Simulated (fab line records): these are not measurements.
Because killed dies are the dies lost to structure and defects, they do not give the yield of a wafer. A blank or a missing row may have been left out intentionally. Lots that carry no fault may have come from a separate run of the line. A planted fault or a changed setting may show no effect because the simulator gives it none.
Which tool was responsible?    flow gf180mcu    route of 602 steps, sampled at 1 step: 7 lots, 21 wafers

WHAT EACH GAUGE READ, for each wafer
GF_DUAL_GATE_OVL_MEAS_11.
lot   measured      on          DUAL_GATE_OVL (nm)
L813  day 8 13:35   overlay-02  0.7 0.0 4.0
L816  day 9 16:28   overlay-02  -1.0 -1.3 -0.6
L819  day 10 10:34  overlay-02  0.0 0.7 -0.4
L822  day 11 04:03  overlay-01  1.4 1.8 1.0
L824  day 11 16:19  overlay-01  3.2 2.7 1.9
L831  day 13 17:27  overlay-02  -0.1 -0.7 0.1
L835  day 14 22:09  overlay-01  0.8 -0.2 -0.4

EACH LOT AND THE TOOL THAT RAN IT (in order: tool; ch and the chambers of the sampled wafers; start)
Before these readings, the record contains no process step.

THE ANSWER, worked out from the rows above alone
Rule: usual is defined by the lots themselves. Put in order of their means at a reading, lots are off if they are a third of the lots or fewer, leave a main group of 4 or more, and stand apart from it by a gap of 3 or more times the standard deviation of the main group's means; of several such gaps the widest counts. If all means in a main group match to the digits the tables above print for the reading, that group is not used. Also off: a lot with no number at a reading for which 4 or more lots have one. All remaining lots with rows at the step are treated as sound.
No lot is off on any of the readings shown, so nothing can be concluded from this.

WHAT THE SIMULATOR HAD PUT IN
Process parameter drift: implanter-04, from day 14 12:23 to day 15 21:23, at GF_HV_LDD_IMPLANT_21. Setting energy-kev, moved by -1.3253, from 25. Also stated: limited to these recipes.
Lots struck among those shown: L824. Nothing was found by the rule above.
